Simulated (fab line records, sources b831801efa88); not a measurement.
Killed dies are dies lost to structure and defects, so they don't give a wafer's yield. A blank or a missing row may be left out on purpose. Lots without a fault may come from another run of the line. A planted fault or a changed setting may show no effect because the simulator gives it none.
Problem report in the 8D (eight disciplines) form, filled by code | flow sfq_line | the parts of the form that need people (team, actions taken, sign-off) are left out

1. THE PROBLEM
time_to_endpoint_s at SFQ_TRILAYER_I2_CMP_CMP_064 reads a mean of 289 s on 3 wafers of 2 lots; wafers without a fault read 217 s with a standard deviation of 7.5. That is +9.6 standard deviations from the usual mean.
The step: polishes SiO2.
First seen on wafer L541.4, day 43 20:34, on cmp-02. The record holds 42 wafers of 14 lots with a number at this step. Rule for "out", or "out of limits": more than 4 standard deviations from the usual mean. The other wafers with a number count as sound.

2. WHAT IT IS AND WHAT IT IS NOT
question                    | is                     | is not
which readings at this step | time_to_endpoint_s     | motor_current_A
which lots                  | L541, L542             | L527, L528, L529, L530, L531, L532, L533, L534, L543, L544, L546, L548
which wafers of those lots  | L541.4, L541.5, L542.4 | L541.3, L542.3, L542.5
read on which tools         | cmp-02                 | cmp-01
when                        | from day 43 20:34      | up to then (25 sound wafers); but 14 sound wafers of L542, L543, L544, L546, L548 came after

3. SUSPECTS, AND WHAT RULES EACH OUT
Counting: a tool at a process step up to the reading stays a suspect if it ran every lot that is out. Sound lots after the first of them don't rule it out here, since some wafers of a struck lot are sound.
- cmp-02 at SFQ_TRILAYER_I2_CMP_CMP_064 (polishes SiO2): kept. It ran every lot that is out, first L541 (day 43 20:34); its last sound lot up to then is L534 (day 40 22:48). Its own readings are out on those wafers: time_to_endpoint_s.
- Within cmp-02 at SFQ_TRILAYER_I2_CMP_CMP_064: the wafers that are out ran in chamber 2; their sound lot-mates ran in chambers 0, 1.
Left after counting: cmp-02 at SFQ_TRILAYER_I2_CMP_CMP_064.

4. THE CAUSE (what the simulator had put in)
Process parameter drift: cmp-02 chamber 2, from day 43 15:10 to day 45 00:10, at SFQ_TRILAYER_I2_CMP_CMP_064. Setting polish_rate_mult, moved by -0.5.
Counting left only this tool.

5. THE CHAIN OF EFFECTS, in route order
Each row: a reading whose mean over the struck wafers that have a number lies more than 3 standard deviations from the usual. Only readings for which the record gives a usual standard deviation are gone through. hours: the time from each lot's start at the first step in this table that gives one to its start at this step, as a median over the lots. sigmas: the change in usual standard deviations.
hours | step                                  | reading            | usual      | on struck wafers | change | sigmas
0     | SFQ_TRILAYER_I2_CMP_CMP_064           | time_to_endpoint_s | 217 s      | 289              | +72    | +9.6
3     | SFQ_TRILAYER_I2_METRO_MEASURE_065     | thk_nm             | 200.4 nm   | 307.9            | +107.5 | +99 or more
6     | SFQ_TRILAYER_I2_VIA_ETCH_VIA_ETCH_070 | oes_product_au     | 0.855 a.u. | 0.999            | +0.144 | +31
The process steps in it:
- SFQ_TRILAYER_I2_CMP_CMP_064: polishes SiO2.
- SFQ_TRILAYER_I2_METRO_MEASURE_065
- SFQ_TRILAYER_I2_VIA_ETCH_VIA_ETCH_070: etches SiO2 in CHF3, stops on Nb, target depth 260 nm.

6. WHAT WOULD HAVE CAUGHT IT SOONER
In this record the first reading out of limits was taken at day 43 20:34, 5 hours after the fault began at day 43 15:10.
